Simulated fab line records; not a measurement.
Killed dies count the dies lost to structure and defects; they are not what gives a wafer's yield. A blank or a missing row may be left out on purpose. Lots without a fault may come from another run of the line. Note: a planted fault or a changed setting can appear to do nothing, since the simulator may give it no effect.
Matching of chambers || flow gf180mcu || GF_V3_CMP_26 on cmp-01: 4 sister chambers
The step polishes, stops on SiO2, t overpolish 15 s, target thk 0 nm. 14 wafers are shown with their chamber, then 6 later ones without.

EACH WAFER AND ITS CHAMBER
{"wafer": "L592.3", "chamber": 0, "motor-current-A (A)": 10.8, "time-to-endpoint-s (s)": 89}
{"wafer": "L592.4", "chamber": 2, "motor-current-A (A)": 10.5, "time-to-endpoint-s (s)": 88}
{"wafer": "L592.5", "chamber": 0, "motor-current-A (A)": 10.8, "time-to-endpoint-s (s)": 88}
{"wafer": "L595.2", "chamber": 2, "motor-current-A (A)": 10.7, "time-to-endpoint-s (s)": 86}
{"wafer": "L595.4", "chamber": 1, "motor-current-A (A)": 11.3, "time-to-endpoint-s (s)": 85}
{"wafer": "L595.6", "chamber": 3, "motor-current-A (A)": 10.0, "time-to-endpoint-s (s)": 80}
{"wafer": "L596.3", "chamber": 3, "motor-current-A (A)": 10.0, "time-to-endpoint-s (s)": 85}
{"wafer": "L596.4", "chamber": 1, "motor-current-A (A)": 11.0, "time-to-endpoint-s (s)": 86}
{"wafer": "L596.6", "chamber": 1, "motor-current-A (A)": 11.0, "time-to-endpoint-s (s)": 89}
{"wafer": "L597.1", "chamber": 0, "motor-current-A (A)": 10.5, "time-to-endpoint-s (s)": 87}
{"wafer": "L597.5", "chamber": 0, "motor-current-A (A)": 10.6, "time-to-endpoint-s (s)": 88}
{"wafer": "L597.6", "chamber": 3, "motor-current-A (A)": 10.1, "time-to-endpoint-s (s)": 83}
{"wafer": "L598.2", "chamber": 1, "motor-current-A (A)": 11.1, "time-to-endpoint-s (s)": 87}
{"wafer": "L598.3", "chamber": 0, "motor-current-A (A)": 10.2, "time-to-endpoint-s (s)": 93}

SIGNATURES, as means of the wafers listed above
{"reading": "motor-current-A", "chamber 0": 10.580, "chamber 1": 11.100, "chamber 2": 10.600, "chamber 3": 10.033, "scatter within a chamber": 0.183}
{"reading": "time-to-endpoint-s", "chamber 0": 89.00, "chamber 1": 86.75, "chamber 2": 87.00, "chamber 3": 82.67, "scatter within a chamber": 2.13}
Rule: distance of a wafer from a chamber = root of the sum over the readings of ((wafer's reading minus chamber's mean) / reading's scatter) squared. If the next closest chamber is less than 2 further off than the closest, the wafer can't be placed; otherwise it belongs to the closest. The scatter is the square root of a quotient: the sum, over the shown wafers, of each reading's squared deviation from its chamber's mean, divided by wafers minus chambers.

WAFERS WHOSE CHAMBER IS MISSING
{"wafer": "L598.5", "motor-current-A (A)": 10.2, "time-to-endpoint-s (s)": 87}
{"wafer": "L603.1", "motor-current-A (A)": 10.9, "time-to-endpoint-s (s)": 87}
{"wafer": "L603.2", "motor-current-A (A)": 11.0, "time-to-endpoint-s (s)": 89}
{"wafer": "L603.6", "motor-current-A (A)": 10.7, "time-to-endpoint-s (s)": 87}
{"wafer": "L609.3", "motor-current-A (A)": 10.5, "time-to-endpoint-s (s)": 88}
{"wafer": "L609.4", "motor-current-A (A)": 11.0, "time-to-endpoint-s (s)": 87}

CHAMBER TAKEN BY EACH
{"wafer": "L598.5", "from the rows above": "can't be placed: 2 or 3 or 0", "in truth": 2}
{"wafer": "L603.1", "from the rows above": "can't be placed: 1 or 2 or 0", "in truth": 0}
{"wafer": "L603.2", "from the rows above": "can't be placed: 1 or 0 or 2", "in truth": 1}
{"wafer": "L603.6", "from the rows above": "can't be placed: 2 or 0 or 1", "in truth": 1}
{"wafer": "L609.3", "from the rows above": "can't be placed: 0 or 2", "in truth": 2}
{"wafer": "L609.4", "from the rows above": "can't be placed: 1 or 2 or 0", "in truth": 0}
Correct placement for 0 of the 6. Not placeable from these rows: 6 (in 6, the candidates include the true chamber). Number placed wrongly: 0.
